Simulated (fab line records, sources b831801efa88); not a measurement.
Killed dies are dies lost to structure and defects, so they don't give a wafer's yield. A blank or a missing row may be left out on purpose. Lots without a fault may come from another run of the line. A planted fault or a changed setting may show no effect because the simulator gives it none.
fab line records | flow sky130
record lots=5 wafers=15 last_day=49
route steps=708 shown NWELL@61 PAD_OPEN@708
lots that met no fault: from a run of the same line without faults
start_h: hours from the record's first day to the start of the lot's first wafer shown | wait_h: hours since the lot's step before | " the same as in the row above | L1.1+2: a row that stands for several wafers | - no value, or no start given | * or withheld: withheld | < > ~ a bound
route shown NAME@n: a module of which the file shows steps, and the number in the route of the first | usual: mean/standard deviation of fault-free wafers | same: alike in all rows | chamber/n: place in a boat | sites: the reading at each site | _std_site: their standard deviation | _edge_site: outer sites' mean less inner sites' | radius_mm: how far each site lies from the wafer's centre | mask NAME#n: copy n | behind: the tool/chamber that last shaped the wafer | hold: why the lot was held/for how many hours/how that ended | device: the transistor (n, p or np) that didn't switch | end of line: the same wafers' tests at the end of the route | a step without rows: its recipe alone | killed: dies lost to structure and defects at the first sort, not the wafer's yield | map: a wafer's dies, x killed, . not, _ none there
set.NAME: the setting as run; set.NAME@STEP: as run at that earlier step | model.NAME: the simulator's own value behind a step, which no gauge read
lots at some steps of the route; a table a step, a row a wafer
services: from which hour (start_h, from the record's first day; less than 0 if before it) a tool's chamber was out of use, for how many hours, and why
## steps
# step SKY_NWELL_PEB_08
# recipe temp_c=115 time_s=withheld
# step SKY_NWELL_DEVELOP_09
# recipe wall_angle_deg=90 developer=TMAH develop_time_s=60 dev_temp_c=23
# step SKY_NWELL_OVL_MEAS_10
# usual NWELL_00_OVL=-0.3/1.4
# columns lot.wafer tool chamber start_h wait_h NWELL_00_OVL[nm]
L956.1 overlay-01 - 127.26 - -0.3
L956.3 " - " " 0.4
L956.4 " - " " 0.4
L958.2 overlay-01 - 137.26 - -1.8
L958.3 " - " " -1.0
L958.4 " - " " -2.4
L959.1 overlay-02 - 142.76 - -2.2
L959.5 " - " " -1.2
L959.6 " - " " -1.2
L968.3 overlay-02 - 194.07 - 1.2
L968.4 " - " " -0.9
L968.5 " - " " 0.9
L969.1 overlay-02 - 204.17 - 1.7
L969.2 " - " " 1.0
L969.6 " - " " 1.5
# step SKY_NWELL_IMPLANT_11
# recipe species=P energy_kev=400 dose_cm2=1.9e+13 tilt_deg=withheld
# step SKY_NWELL_IMPLANT_12
# recipe species=P energy_kev=120 dose_cm2=1.3e+12 tilt_deg=withheld
# step SKY_NWELL_IMPLANT_13
# recipe species=P energy_kev=50 dose_cm2=7e+11 tilt_deg=withheld
# step SKY_NWELL_STRIP_14
# recipe chemistry=O2/N2 power_w=1400 pressure_mtorr=1500 platen_temp_c=withheld o2_flow_sccm=3000 n2_flow_sccm=300 overash_fraction=0.5
# usual drypump_motor_current_A=5.9/0.44 oes_product_au=0.723/0.0051 strip_time_to_endpoint_s=36.86/0.087
# columns lot.wafer tool chamber start_h wait_h drypump_motor_current_A oes_product_au rf_hours_counter_h strip_time_to_endpoint_s
L956.1 plasma_asher-02 1 127.74 0.1 5.6 0.725 45 36.88
L956.3 " 1 " " 5.6 0.716 - 36.85
L956.4 " 0 " " 5.9 0.723 - 36.89
L958.2 plasma_asher-03 1 137.74 0.1 5.7 0.716 28 36.87
L958.3 " 0 " " 6.3 0.734 - 36.84
L958.4 " 1 " " 5.7 0.728 - 36.84
L959.1 plasma_asher-02 1 143.24 0.1 5.6 0.724 46 36.93
L959.5 " 1 " " 5.6 0.719 - 37.01
L959.6 " 0 " " 5.9 0.719 - 37.06
L968.3 plasma_asher-02 1 194.58 0.1 5.6 0.733 - 36.87
L968.4 " 0 " " 5.9 0.716 - 36.89
L968.5 " 0 " " 5.9 0.723 - 36.83
L969.1 plasma_asher-03 0 204.65 0.1 6.3 0.721 35 36.91
L969.2 " 1 " " 5.7 0.725 35 36.94
L969.6 " 0 " " 6.3 0.717 - 37.03
# step SKY_NWELL_TW_MEAS_15
# usual NWELL_TW=1824/9.4
# columns lot.wafer tool chamber start_h wait_h NWELL_TW
L956.1 film_metro-01 - 127.84 0.1 1818
L956.3 " - " " 1821
L956.4 " - " " 1822
L958.2 film_metro-04 - 137.85 0.1 1836
L958.3 " - " " 1837
L958.4 " - " " 1829
L959.1 film_metro-04 - 143.34 0.1 1815
L959.5 " - " " 1836
L959.6 " - " " 1826
L968.3 film_metro-01 - 194.66 0.1 1825
L968.4 " - " " 1831
L968.5 " - " " 1819
L969.1 film_metro-01 - 204.75 0.1 1830
L969.2 " - " " 1817
L969.6 " - " " 1806
# step SKY_NWELL_DEHYDRATE_16
# recipe temp_c=200 time_s=60
# step SKY_NWELL_HMDS_17
# recipe prime_time_s=60 prime_temp_c=120
# step SKY_NWELL_COAT_18
# recipe spin_rpm=2000 resist_thk_nm=3000
# step SKY_NWELL_SOFTBAKE_19
# recipe temp_c=110 time_s=withheld
# step SKY_NWELL_EXPOSE_20
# recipe mask_id=NWM_COMPLEMENT na=0.6 source_shape=conventional sigma_outer=0.6 polarization=unpolarized target_cd_nm=840 dose_mj=260
# usual exposure_dose_mJ_cm2=260.00/0.24 focus_offset_nm=0.1/0.55
# columns lot.wafer tool chamber start_h wait_h mask exposure_dose_mJ_cm2 focus_offset_nm
L956.1 iline_stepper-02 0 136.68 - NWM_COMPLEMENT#0 260.36 0.4
L956.3 " 0 " " NWM_COMPLEMENT#0 260.43 -0.7
L956.4 " 0 " " NWM_COMPLEMENT#0 260.15 -0.1
L958.2 iline_stepper-01 0 148.13 - NWM_COMPLEMENT#0 260.07 0.8
L958.3 " 0 " " NWM_COMPLEMENT#0 260.24 0.1
L958.4 " 0 " " NWM_COMPLEMENT#0 259.96 0.4
L959.1 iline_stepper-02 0 153.43 - PWDEM#0 259.74 0.5
L959.5 " 0 " " PWDEM#0 260.09 0.0
L959.6 " 0 " " PWDEM#0 259.90 0.3
L968.3 iline_stepper-01 0 205.47 - NWM_COMPLEMENT#0 259.71 0.5
L968.4 " 0 " " NWM_COMPLEMENT#0 259.44 -0.2
L968.5 " 0 " " NWM_COMPLEMENT#0 259.59 -0.1
L969.1 iline_stepper-01 0 216.67 - NWM_COMPLEMENT#0 259.99 -0.3
L969.2 " 0 " " NWM_COMPLEMENT#0 259.87 0.6
L969.6 " 0 " " NWM_COMPLEMENT#0 259.82 -0.3
# step SKY_NWELL_PEB_21
# recipe temp_c=115 time_s=withheld
# step SKY_NWELL_DEVELOP_22
# recipe wall_angle_deg=90 developer=TMAH develop_time_s=60 dev_temp_c=23
# step SKY_NWELL_OVL_MEAS_23
# usual NWELL_01_OVL=-0.5/1.5
# columns lot.wafer tool chamber start_h wait_h NWELL_01_OVL[nm]
L956.1 overlay-01 - 146.91 - 0.5
L956.3 " - " " 0.8
L956.4 " - " " 2.2
L958.2 overlay-01 - 157.11 - -1.2
L958.3 " - " " -2.1
L958.4 " - " " 1.9
L959.1 overlay-01 - 162.97 - -
L959.5 " - " " -
L959.6 " - " " -
L968.3 overlay-02 - 217.22 - -2.1
L968.4 " - " " -0.8
L968.5 " - " " -0.8
L969.1 overlay-02 - 227.01 - -3.9
L969.2 " - " " -4.6
L969.6 " - " " -4.3
# step SKY_NWELL_IMPLANT_24
# recipe species=B energy_kev=140 dose_cm2=9.2e+12 tilt_deg=withheld
# step SKY_NWELL_STRIP_25
# recipe chemistry=O2/N2 power_w=1400 pressure_mtorr=1500 platen_temp_c=withheld o2_flow_sccm=3000 n2_flow_sccm=300 overash_fraction=0.5
# usual drypump_motor_current_A=5.9/0.45 oes_product_au=0.723/0.0048 strip_time_to_endpoint_s=36.87/0.086
# columns lot.wafer tool chamber start_h wait_h drypump_motor_current_A oes_product_au rf_hours_counter_h strip_time_to_endpoint_s
L956.1 plasma_asher-04 0 147.09 0.1 5.4 0.725 3 36.82
L956.3 " 1 " " 6.7 0.723 - 36.93
L956.4 " 0 " " 5.3 0.723 - 37.00
L958.2 plasma_asher-02 0 157.29 0.1 5.9 0.725 47 37.02
L958.3 " 0 " " 5.9 0.726 - 36.87
L958.4 " 1 " " 5.6 0.718 - 36.99
L959.1 plasma_asher-02 1 163.15 0.1 5.5 0.728 48 36.84
L959.5 " 0 " " 5.9 0.717 - 36.78
L959.6 " 1 " " 5.6 0.724 - 36.88
L968.3 plasma_asher-03 1 217.42 0.1 5.7 0.711 - 37.03
L968.4 " 0 " " 6.3 0.720 - 36.94
L968.5 " 1 " " 5.7 0.723 - 36.92
L969.1 plasma_asher-02 0 227.19 0.1 5.9 0.723 54 36.76
L969.2 " 1 " " 5.6 0.726 54 36.72
L969.6 " 0 " " 5.9 0.727 - 36.84
# step SKY_NWELL_TW_MEAS_26
# usual NWELL_2_TW=497.8/2.7
# columns lot.wafer tool chamber start_h wait_h hold NWELL_2_TW
L956.1 film_metro-01 - 147.19 0.1 - 501.4
L956.3 " - " " - 498.4
L956.4 " - " " - 499.6
L958.2 film_metro-04 - 157.40 0.1 - 498.6
L958.3 " - " " - 498.5
L958.4 " - " " - 498.8
L959.1 film_metro-01 - 163.25 0.1 await_dispo/0.2h/release 30.0
L959.5 " - " " await_dispo/0.2h/release 30.1
L959.6 " - " " await_dispo/0.2h/release 30.2
L959.1 film_metro-01 - 163.48 0.2 - 30.0
L959.5 " - " " - 30.2
L959.6 " - " " - 30.0
L968.3 film_metro-01 - 217.51 0.1 - 494.9
L968.4 " - " " - 496.9
L968.5 " - " " - 497.6
L969.1 film_metro-04 - 227.29 0.1 - 497.8
L969.2 " - " " - 497.6
L969.6 " - " " - 494.5
# step SKY_PAD_OPEN_PROBE_99
# usual defect_limited_yield=82.6/1.7 killed_at_M0_to_M3=42/6.4 killed_at_M4_up=3.2/1.9 killed_at_contacts=24/4.8 killed_at_front_end=16/4.4 killed_at_other=0.3/0.55 killed_dies=86/8.6 killed_open=46/6.6 killed_short=39/5.7 sort_bin_3_pad_short=0.8/0.41 sort_bin_5_function=10.3/1.5 sort_bin_6_memory=6.3/1 sort_n_pass=406/8.6 sort_yield_pct=82.6/1.7
# same gross_dies=492 killed_at_back_side=0 sort_bin_4_leakage[%]=0 sort_bin_8_speed[%]=0
# columns lot.wafer tool chamber start_h wait_h defect_limited_yield[%] killed_at_M0_to_M3 killed_at_M4_up killed_at_contacts killed_at_front_end killed_at_other killed_dies killed_open killed_short sort_bin_3_pad_short[%] sort_bin_5_function[%] sort_bin_6_memory[%] sort_n_pass sort_yield_pct[%]
L956.1 prober-01 - 1123.01 0.1 83.9 41 1 23 14 0 79 42 37 0.4 11.2 4.5 413 83.9
L956.3 prober-01 - 1123.11 0.2 86.2 41 3 16 8 0 68 35 33 0.6 8.3 4.9 424 86.2
L956.4 prober-01 - 1123.16 0.2 81.7 44 2 29 15 0 90 53 37 1.2 10.2 6.9 402 81.7
L958.2 prober-01 - 1132.49 0.1 80.7 47 3 31 14 0 95 51 44 0.4 12.0 6.9 397 80.7
L958.3 prober-01 - 1132.54 0.2 83.1 36 4 22 20 1 83 44 39 0.6 9.8 6.5 409 83.1
L958.4 prober-01 - 1132.59 0.2 83.1 35 7 24 16 1 83 32 51 1.2 10.0 5.7 409 83.1
L968.3 prober-01 - 1178.48 0.2 85.8 37 3 16 14 0 70 44 26 0.4 8.1 5.7 422 85.8
L968.4 prober-01 - 1178.53 0.2 78.9 53 4 23 24 0 104 50 54 0.8 11.4 8.9 388 78.9
L968.5 prober-01 - 1178.58 0.2 81.7 49 2 27 12 0 90 48 42 1.0 11.8 5.5 402 81.7
L969.1 prober-01 - 1182.70 0.1 81.5 52 3 30 6 0 91 53 38 0.2 11.2 7.1 401 81.5
L969.2 prober-01 - 1182.75 0.1 82.5 36 5 28 16 1 86 44 42 0.4 10.6 6.5 406 82.5
L969.6 prober-01 - 1182.95 0.2 83.7 39 4 24 13 0 80 45 35 0.4 8.5 7.3 412 83.7
# killed by level:class
L956.1 VIA2:geometric_particle:open=9 VIA1:geometric_particle:open=7 CONTACT:geometric_particle:open=7 LI_CONTACT:geometric_particle:open=6 LOCAL_INTERCONNECT:geometric_particle:short=6 METAL2:geometric_particle:short=6 VIA1:geometric_particle:short=5 POLY_GATE:geometric_particle:open=4
L956.3 VIA1:geometric_particle:open=9 VIA2:geometric_particle:open=8 VIA1:geometric_particle:short=7 CONTACT:geometric_particle:open=6 VIA3:geometric_particle:open=5 LI_CONTACT:geometric_particle:short=4 METAL2:geometric_particle:short=4 CONTACT:geometric_particle:short=3
L956.4 CONTACT:geometric_particle:open=13 VIA1:geometric_particle:open=10 LOCAL_INTERCONNECT:geometric_particle:short=7 VIA2:geometric_particle:short=6 VIA2:geometric_particle:open=5 LI_CONTACT:geometric_particle:open=5 METAL1:geometric_particle:short=5 VIA3:geometric_particle:open=5
L958.2 CONTACT:geometric_particle:open=14 LI_CONTACT:geometric_particle:open=9 VIA1:geometric_particle:open=8 VIA2:geometric_particle:open=7 METAL2:geometric_particle:short=6 VIA2:geometric_particle:short=5 VIA3:geometric_particle:open=5 FIELD_ISO:geometric_particle:short=4
L958.3 FIELD_ISO:geometric_particle:short=8 VIA3:geometric_particle:open=7 LI_CONTACT:geometric_particle:open=6 CONTACT:geometric_particle:open=6 VIA1:geometric_particle:open=6 VIA1:geometric_particle:short=5 LOCAL_INTERCONNECT:geometric_particle:short=5 POLY_GATE:geometric_particle:open=4
L958.4 LOCAL_INTERCONNECT:geometric_particle:short=7 CONTACT:geometric_particle:open=7 FIELD_ISO:geometric_particle:short=6 VIA1:geometric_particle:short=6 METAL2:geometric_particle:short=6 METAL4:geometric_particle:short=6 LI_CONTACT:geometric_particle:open=5 CONTACT:geometric_particle:short=4
L968.3 CONTACT:geometric_particle:open=10 VIA1:geometric_particle:open=6 VIA3:geometric_particle:open=6 METAL2:geometric_particle:short=5 POLY_GATE:geometric_particle:open=5 VIA1:geometric_particle:short=4 VIA2:geometric_particle:short=4 FIELD_ISO:geometric_particle:open=3
L968.4 VIA1:geometric_particle:open=13 METAL1:geometric_particle:short=9 CONTACT:geometric_particle:open=8 FIELD_ISO:geometric_particle:open=7 FIELD_ISO:geometric_particle:short=6 LOCAL_INTERCONNECT:geometric_particle:short=5 CONTACT:geometric_particle:short=5 METAL1:geometric_particle:open=5
L968.5 CONTACT:geometric_particle:open=10 VIA1:geometric_particle:open=9 VIA2:geometric_particle:open=8 METAL1:geometric_particle:short=7 LI_CONTACT:geometric_particle:open=6 VIA3:geometric_particle:open=6 LOCAL_INTERCONNECT:geometric_particle:short=5 VIA1:geometric_particle:short=5
L969.1 VIA1:geometric_particle:open=16 CONTACT:geometric_particle:open=12 CONTACT:geometric_particle:short=9 VIA2:geometric_particle:open=6 VIA3:geometric_particle:open=5 LI_CONTACT:geometric_particle:open=5 METAL2:geometric_particle:short=4 VIA1:geometric_particle:short=4
L969.2 VIA1:geometric_particle:open=11 LI_CONTACT:geometric_particle:open=7 CONTACT:geometric_particle:short=7 LOCAL_INTERCONNECT:geometric_particle:short=6 CONTACT:geometric_particle:open=6 FIELD_ISO:geometric_particle:open=5 VIA1:geometric_particle:short=5 VIA3:geometric_particle:open=5
L969.6 VIA1:geometric_particle:open=12 LOCAL_INTERCONNECT:geometric_particle:short=6 LI_CONTACT:geometric_particle:short=5 VIA3:geometric_particle:open=5 VIA2:geometric_particle:open=5 FIELD_ISO:geometric_particle:open=4 POLY_GATE:geometric_particle:open=4 CONTACT:geometric_particle:short=4
## services
# columns tool chamber start_h hours kind
plasma_asher-04 - 108.75 9.0 pm
plasma_asher-04 0 108.75 9.0 vent_cycle
plasma_asher-04 1 108.75 9.0 vent_cycle
iline_stepper-01 0 109.06 - calibration
plasma_asher-03 - 114.31 2.8 pm
plasma_asher-04 0 117.75 - clean
plasma_asher-04 1 117.75 - clean
plasma_asher-02 - 133.16 0.7 repair
plasma_asher-02 - 151.67 4.7 repair
iline_stepper-02 - 162.92 9.5 repair
iline_stepper-01 - 185.91 0.9 repair
plasma_asher-04 - 203.41 2.8 pm
iline_stepper-01 - 214.56 1.7 pm
## key
first_sign step=SKY_NWELL_EXPOSE_20 reading=mask direction=changed
effect step=SKY_NWELL_OVL_MEAS_23 reading=NWELL_01_OVL direction=missing
effect step=SKY_NWELL_TW_MEAS_26 reading=visit direction=added
effect step=SKY_NWELL_TW_MEAS_26 reading=NWELL_2_TW direction=down sigmas=99+ usual=497.8 struck=30.1
met_at SKY_NWELL_EXPOSE_20
struck_wafers L959.1,L959.5,L959.6
scrapped_behind SKY_NWELL_TW_MEAS_26 L959.1,L959.5,L959.6
onset_between 136.68 153.43
fault kind=wrong_mask tool=any chamber=- onset_h=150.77 steps=SKY_NWELL_EXPOSE_20 aux_copy=PWDEM#0 scope=struck_lots_only
